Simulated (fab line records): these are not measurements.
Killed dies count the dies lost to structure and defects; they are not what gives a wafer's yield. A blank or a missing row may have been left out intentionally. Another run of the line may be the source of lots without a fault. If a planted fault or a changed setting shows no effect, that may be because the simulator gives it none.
A lot that was struck, set against a sound lot + flow sky130 + 14 steps out of a route of 708
Sound: these wafers, L779.3, L779.4, L779.6. Wafers struck: L789.3, L789.4, L789.6. The cause is named last.
Order at every step that has rows: each side's tool, ch and its chambers, its first start. Under that, the readings that differ: sound wafers + struck wafers + difference of the means + sigmas: that difference in standard deviations of wafers without a fault.
alike: readings whose means differ by less than 2 such deviations, and words and numbers that are the same on both sides. not compared: withheld readings, readings that some wafer has no value for, bounds like >300 that may hide the same value, and numbers for which the record gives no deviation and whose values overlap.
A row with sigmas, a row that says differs or no value, or rows on one side alone: a step with any of these is where the two part. When numbers do not overlap yet have no deviation, they are printed without sigmas and do not part them. A reading that every wafer of one side lacks parts them only if that side has two wafers or more.

first, 2 steps without rows for these wafers: SKY_LDD_LDN_PEB_05; SKY_LDD_LDN_DEVELOP_06 (develop time 60 s).
SKY_LDD_LDN_OVL_MEAS_07:
  struck on overlay-01, day 27 08:41; sound on overlay-01, day 23 21:05
  alike: LDD_LDN_OVL
then, 4 steps without rows for these wafers: SKY_LDD_LDN_IMPLANT_08; SKY_LDD_LDN_IMPLANT_09; SKY_LDD_LDN_IMPLANT_10; SKY_LDD_LDN_IMPLANT_11.
SKY_LDD_LDN_STRIP_12: strips in O2/N2.
  sound on plasma_asher-04 ch 0,1, day 23 21:45; struck on plasma_asher-04 ch 0,1, day 27 09:21
  alike: drypump_motor_current_A, n2_flow_sccm, oes_product_au, strip_time_to_endpoint_s
  not compared: rf_hours_counter_h
SKY_LDD_LDN_TW_MEAS_13:
  struck on film_metro-03, day 27 09:26; sound on film_metro-01, day 23 21:50
  alike: LDD_LDN_TW
then, 2 steps without rows for these wafers: SKY_LDD_LDN_CLEAN_14 (cleans in SC1/SC2, time 150 s); SKY_SPACER_CVD_00 (deposits Si3N4 from DCS/NH3, target thk 43.1 nm, time 740 s).
SKY_SPACER_THK_MEAS_01:
  struck on film_metro-04, day 27 10:45; sound on film_metro-01, day 23 23:09
  alike: SPACER_CVD_00_THK
SKY_SPACER_ETCHBACK_02: etches Si3N4 in CH3F/O2, stops on SiO2, time 46.7 s, target depth 45 nm.
  sound on rie_diel-04 ch 0,3, day 23 23:11; struck on rie_diel-04 ch 0,1,2, day 27 10:47
  no value came back on the struck wafers for any of 6 readings (O2_flow_sccm (sccm), bias_w (W) and others); on the sound wafers O2_flow_sccm (sccm) reads 30.03 29.99 29.95
  not compared: rf_hours_counter_h
-- the record jumps here: 21 days lie between the struck wafers' starts before and after (it left off in module SPACER and takes up again in module PAD_OPEN, whose first step shown is number 708 of the route) --
SKY_PAD_OPEN_PROBE_99:
  struck on prober-02, day 48 19:26; sound on prober-01, day 46 10:59
| reading             | sound    | struck      | difference | sigmas |
|---------------------|----------|-------------|------------|--------|
| killed_at_front_end | 9 8 8    | 395 424 415 | +403       | +90    |
| killed_dies         | 81 75 82 | 492 492 492 | +413       | +47    |
| killed_on_rim       | 13 11 21 | 96 96 96    | +81        | +23    |
  alike: killed_at_M0_to_M3, killed_at_M4_up, killed_at_contacts, killed_at_other, killed_open, killed_short

## WHERE THEY PART
At SKY_SPACER_ETCHBACK_02 first; at SKY_PAD_OPEN_PROBE_99 last (within this record only).

WHY: whatever the simulator had introduced
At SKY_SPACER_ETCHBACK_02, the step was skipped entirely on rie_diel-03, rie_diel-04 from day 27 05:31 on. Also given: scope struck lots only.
